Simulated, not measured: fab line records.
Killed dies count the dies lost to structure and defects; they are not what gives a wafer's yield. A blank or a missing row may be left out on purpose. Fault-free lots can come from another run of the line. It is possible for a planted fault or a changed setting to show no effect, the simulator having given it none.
Which tool was responsible? + flow sky130 + 72 wafers from 24 lots sampled at 5 of the route's 708 steps

## WHAT EACH GAUGE READ, for each wafer
SKY_METAL1_CD_MEAS_15: target cd 140 nm.
| lot  | measured     | on        | cd-nm (nm)        |
|------|--------------|-----------|-------------------|
| L074 | day 32 14:28 | cd-sem-01 | 139.8 140.3 139.3 |
| L075 | day 33 04:03 | cd-sem-01 | 138.9 139.0 141.0 |
| L076 | day 33 23:14 | cd-sem-02 | 140.7 139.9 142.2 |
| L077 | day 34 09:09 | cd-sem-01 | 137.3 137.8 138.0 |
| L079 | day 34 13:11 | cd-sem-02 | 139.8 141.5 140.9 |
| L078 | day 34 19:50 | cd-sem-01 | 140.9 141.1 140.9 |
| L080 | day 35 00:49 | cd-sem-01 | 141.0 140.5 140.2 |
| L081 | day 35 13:17 | cd-sem-01 | 139.8 138.7 139.8 |
| L082 | day 35 15:01 | cd-sem-01 | 142.8 142.7 141.2 |
| L083 | day 35 16:20 | cd-sem-01 | 139.2 139.8 139.8 |
| L084 | day 36 02:17 | cd-sem-01 | 140.3 139.2 140.3 |
| L085 | day 36 12:35 | cd-sem-02 | 142.1 142.3 141.7 |
| L086 | day 36 18:53 | cd-sem-01 | 142.7 141.7 142.7 |
| L087 | day 37 04:23 | cd-sem-02 | 141.3 140.2 141.0 |
| L089 | day 37 14:29 | cd-sem-02 | 140.6 141.5 141.2 |
| L088 | day 37 15:06 | cd-sem-02 | 141.3 141.4 139.0 |
| L090 | day 38 01:34 | cd-sem-02 | 142.7 139.7 141.5 |
| L091 | day 38 08:44 | cd-sem-01 | 139.7 140.8 140.9 |
| L092 | day 38 11:33 | cd-sem-01 | 142.2 141.4 142.6 |
| L093 | day 38 19:42 | cd-sem-02 | 140.3 140.6 138.8 |
| L094 | day 39 03:43 | cd-sem-01 | 139.6 141.1 139.7 |
| L095 | day 39 05:05 | cd-sem-01 | 140.3 140.0 139.1 |
| L096 | day 39 12:58 | cd-sem-01 | 139.4 141.3 140.4 |
| L097 | day 39 22:38 | cd-sem-02 | 143.4 142.7 141.6 |

SKY_CAPM_THK_MEAS_04: measures by xrf.
| lot  | measured     | on            | CAPM_TIN_THK (nm) |
|------|--------------|---------------|-------------------|
| L074 | day 36 03:43 | film-metro-04 | 207 206 207       |
| L075 | day 36 18:02 | film-metro-01 | 202 203 200       |
| L076 | day 37 12:31 | film-metro-02 | 204 206 204       |
| L077 | day 37 20:55 | film-metro-02 | 206 205 205       |
| L079 | day 38 01:26 | film-metro-04 | 205 205 207       |
| L078 | day 38 08:32 | film-metro-01 | 201 204 203       |
| L080 | day 38 12:29 | film-metro-01 | 206 206 206       |
| L081 | day 39 01:28 | film-metro-04 | 203 205 205       |
| L082 | day 39 01:45 | film-metro-02 | 199 198 198       |
| L083 | day 39 03:13 | film-metro-04 | 203 203 201       |
| L084 | day 39 13:47 | film-metro-04 | 203 202 202       |
| L085 | day 39 23:56 | film-metro-04 | 204 205 204       |
| L086 | day 40 05:33 | film-metro-01 | 206 206 207       |
| L087 | day 40 14:04 | film-metro-04 | 201 202 202       |
| L089 | day 40 22:00 | film-metro-04 | 206 208 207       |
| L088 | day 41 01:00 | film-metro-02 | 202 201 201       |
| L090 | day 41 10:15 | film-metro-01 | 204 204 204       |
| L091 | day 41 17:13 | film-metro-02 | 213 211 210       |
| L092 | day 41 20:04 | film-metro-01 | 204 206 204       |
| L093 | day 42 03:19 | film-metro-04 | 199 198 200       |
| L094 | day 42 13:20 | film-metro-02 | 205 204 205       |
| L095 | day 42 14:14 | film-metro-02 | 205 206 206       |
| L096 | day 42 19:10 | film-metro-01 | 208 211 208       |
| L097 | day 43 05:14 | film-metro-02 | 210 210 208       |

SKY_METAL3_CD_MEAS_13: target cd 300 nm.
| lot  | measured     | on        | cd-nm (nm)        |
|------|--------------|-----------|-------------------|
| L074 | day 38 07:21 | cd-sem-02 | 300.1 302.2 301.6 |
| L075 | day 38 21:16 | cd-sem-02 | 299.3 300.7 299.3 |
| L076 | day 39 14:47 | cd-sem-01 | 299.9 299.6 300.3 |
| L077 | day 39 23:00 | cd-sem-02 | 299.6 300.8 299.9 |
| L079 | day 40 03:32 | cd-sem-01 | 298.9 300.2 299.6 |
| L078 | day 40 09:31 | cd-sem-01 | 300.4 301.5 300.4 |
| L080 | day 40 14:49 | cd-sem-01 | 300.8 302.2 299.5 |
| L081 | day 41 02:53 | cd-sem-02 | 297.3 298.1 298.2 |
| L082 | day 41 03:37 | cd-sem-02 | 300.6 302.2 300.8 |
| L083 | day 41 05:22 | cd-sem-01 | 300.9 299.4 299.2 |
| L084 | day 41 15:28 | cd-sem-01 | 299.3 298.5 301.0 |
| L085 | day 42 00:55 | cd-sem-02 | 300.6 301.1 301.9 |
| L086 | day 42 06:18 | cd-sem-01 | 298.4 298.8 297.6 |
| L087 | day 42 14:25 | cd-sem-01 | 297.1 298.2 298.1 |
| L089 | day 42 21:32 | cd-sem-02 | 301.8 300.6 303.2 |
| L088 | day 43 00:33 | cd-sem-01 | 301.5 300.6 300.8 |
| L090 | day 43 09:33 | cd-sem-02 | 297.4 298.2 296.9 |
| L091 | day 43 15:08 | cd-sem-01 | 299.9 299.7 299.7 |
| L092 | day 43 18:34 | cd-sem-02 | 302.5 301.1 301.5 |
| L093 | day 44 02:20 | cd-sem-01 | 298.6 297.0 297.4 |
| L094 | day 44 11:35 | cd-sem-01 | 298.6 298.8 299.6 |
| L095 | day 44 11:58 | cd-sem-01 | 301.7 301.8 302.2 |
| L096 | day 44 16:39 | cd-sem-01 | 299.2 297.9 300.1 |
| L097 | day 45 01:56 | cd-sem-01 | 298.4 298.3 298.5 |

## WHICH TOOL RAN EACH LOT (tool, then ch and the chambers of the sampled wafers, then the start)
| lot  | SKY_VIA2_ETCH_14                   | SKY_METAL3_SPUTTER_01        |
|------|------------------------------------|------------------------------|
| L074 | rie-diel-03 ch 0,1,2, day 36 01:52 | pvd-sputter-04, day 36 03:15 |
| L075 | rie-diel-03 ch 2,3, day 36 16:10   | pvd-sputter-04, day 36 17:34 |
| L076 | rie-diel-04 ch 0,1,3, day 37 10:38 | pvd-sputter-04, day 37 12:05 |
| L077 | rie-diel-04 ch 0,1,3, day 37 19:04 | pvd-sputter-01, day 37 20:28 |
| L079 | rie-diel-04 ch 0,1,3, day 37 23:35 | pvd-sputter-04, day 38 00:58 |
| L078 | rie-diel-03 ch 0,2,3, day 38 06:40 | pvd-sputter-02, day 38 08:05 |
| L080 | rie-diel-03 ch 0,3, day 38 10:38   | pvd-sputter-04, day 38 12:02 |
| L081 | rie-diel-01 ch 2,3, day 38 23:34   | pvd-sputter-04, day 39 00:59 |
| L082 | rie-diel-04 ch 1,3, day 38 23:53   | pvd-sputter-02, day 39 01:17 |
| L083 | rie-diel-03 ch 0,1, day 39 01:20   | pvd-sputter-04, day 39 02:44 |
| L084 | rie-diel-01 ch 2,3, day 39 11:55   | pvd-sputter-02, day 39 13:20 |
| L085 | rie-diel-01 ch 0,2, day 39 22:04   | pvd-sputter-02, day 39 23:28 |
| L086 | rie-diel-03 ch 0,3, day 40 03:28   | pvd-sputter-01, day 40 04:59 |
| L087 | rie-diel-04 ch 2,3, day 40 12:13   | pvd-sputter-04, day 40 13:36 |
| L089 | rie-diel-03 ch 0,2,3, day 40 20:08 | pvd-sputter-02, day 40 21:32 |
| L088 | rie-diel-04 ch 1,3, day 40 23:10   | pvd-sputter-02, day 41 00:34 |
| L090 | rie-diel-04 ch 0,1,3, day 41 08:23 | pvd-sputter-02, day 41 09:49 |
| L091 | rie-diel-04 ch 1,3, day 41 15:23   | pvd-sputter-04, day 41 16:47 |
| L092 | rie-diel-04 ch 0,1,2, day 41 18:14 | pvd-sputter-04, day 41 19:38 |
| L093 | rie-diel-03 ch 0,2, day 42 01:28   | pvd-sputter-04, day 42 02:51 |
| L094 | rie-diel-03 ch 0,2,3, day 42 11:29 | pvd-sputter-01, day 42 12:53 |
| L095 | rie-diel-03 ch 0,3, day 42 11:49   | pvd-sputter-04, day 42 13:47 |
| L096 | rie-diel-03 ch 0,3, day 42 17:20   | pvd-sputter-01, day 42 18:44 |
| L097 | rie-diel-01 ch 0,2,3, day 43 03:25 | pvd-sputter-04, day 43 04:48 |
- SKY_VIA2_ETCH_14: etches BARC in N2/H2, stops on SiO2, time 45.9 s, target depth 60 nm.
- SKY_METAL3_SPUTTER_01: material TiN, target thk 20 nm, time 16.7 s.

## AS READ BY THE TOOLS THEMSELVES (means over the sampled wafers that have a number; for cases with no such wafer, the mark the record gives instead)
SKY_VIA2_ETCH_14.
| lot  | tool        | drypump-motor-current-A (A) | oes-product-au (a.u.) | throttle-valve-pct (%) |
|------|-------------|-----------------------------|-----------------------|------------------------|
| L074 | rie-diel-03 | 6.0                         | 0.850                 | 13.214                 |
| L075 | rie-diel-03 | 6.1                         | 0.851                 | 13.226                 |
| L076 | rie-diel-04 | 5.6                         | 0.858                 | 13.225                 |
| L077 | rie-diel-04 | 5.6                         | 0.852                 | 13.221                 |
| L079 | rie-diel-04 | 5.7                         | 0.858                 | 13.231                 |
| L078 | rie-diel-03 | 6.1                         | 0.852                 | 13.217                 |
| L080 | rie-diel-03 | 6.1                         | 0.855                 | 13.229                 |
| L081 | rie-diel-01 | 5.5                         | 0.853                 | 13.237                 |
| L082 | rie-diel-04 | 5.9                         | 0.860                 | 13.230                 |
| L083 | rie-diel-03 | 6.0                         | 0.852                 | 13.220                 |
| L084 | rie-diel-01 | 5.5                         | 0.855                 | 13.227                 |
| L085 | rie-diel-01 | 6.0                         | 0.851                 | 13.227                 |
| L086 | rie-diel-03 | 6.1                         | 0.853                 | 13.225                 |
| L087 | rie-diel-04 | 5.4                         | 0.858                 | 13.226                 |
| L089 | rie-diel-03 | 6.1                         | 0.857                 | 13.228                 |
| L088 | rie-diel-04 | 5.9                         | 0.856                 | 13.226                 |
| L090 | rie-diel-04 | 5.7                         | 0.852                 | 13.229                 |
| L091 | rie-diel-04 | 5.9                         | 0.853                 | 13.221                 |
| L092 | rie-diel-04 | 5.3                         | 0.859                 | 13.226                 |
| L093 | rie-diel-03 | 6.2                         | 0.849                 | 13.227                 |
| L094 | rie-diel-03 | 6.1                         | 0.853                 | 13.233                 |
| L095 | rie-diel-03 | 6.1                         | 0.852                 | 13.235                 |
| L096 | rie-diel-03 | 6.1                         | 0.852                 | 13.231                 |
| L097 | rie-diel-01 | 5.6                         | 0.861                 | 13.230                 |

SKY_METAL3_SPUTTER_01.
| lot  | tool           | throttle-valve-pct (%) |
|------|----------------|------------------------|
| L074 | pvd-sputter-04 | 30.9                   |
| L075 | pvd-sputter-04 | 30.1                   |
| L076 | pvd-sputter-04 | 30.8                   |
| L077 | pvd-sputter-01 | 31.3                   |
| L079 | pvd-sputter-04 | 30.6                   |
| L078 | pvd-sputter-02 | 30.8                   |
| L080 | pvd-sputter-04 | 30.3                   |
| L081 | pvd-sputter-04 | 30.2                   |
| L082 | pvd-sputter-02 | 30.5                   |
| L083 | pvd-sputter-04 | 30.5                   |
| L084 | pvd-sputter-02 | 30.3                   |
| L085 | pvd-sputter-02 | 30.4                   |
| L086 | pvd-sputter-01 | 31.3                   |
| L087 | pvd-sputter-04 | 30.6                   |
| L089 | pvd-sputter-02 | 30.2                   |
| L088 | pvd-sputter-02 | 30.5                   |
| L090 | pvd-sputter-02 | 30.6                   |
| L091 | pvd-sputter-04 | 30.4                   |
| L092 | pvd-sputter-04 | 30.5                   |
| L093 | pvd-sputter-04 | 30.2                   |
| L094 | pvd-sputter-01 | 31.1                   |
| L095 | pvd-sputter-04 | 31.0                   |
| L096 | pvd-sputter-01 | 31.3                   |
| L097 | pvd-sputter-04 | 30.3                   |

## THE ANSWER, worked out from the rows above alone
Rule: usual is defined by the lots themselves. The widest of any qualifying gaps counts: lots, ordered by their means at a reading, are off when they make up no more than a third of the lots, leave a main group of 4 or more, and stand apart from it by 3 or more times the standard deviation of that group's means. If all means in a main group match to the digits the tables above print for the reading, that group is not used. A lot without any number at a reading at which 4 lots or more have one is off too. Where the step has rows for the other lots, those lots are counted as sound. Order of review: gauges by route order, followed by the tools' own readings, for which a lot's mean as printed above is used. The first step at which some lot is off is used, and at that step the reading that is off furthest; a lot without a number counts as furthest.
Across all readings shown, no lot is off: no conclusion can be drawn from this.

## WHAT THE SIMULATOR HAD PUT IN
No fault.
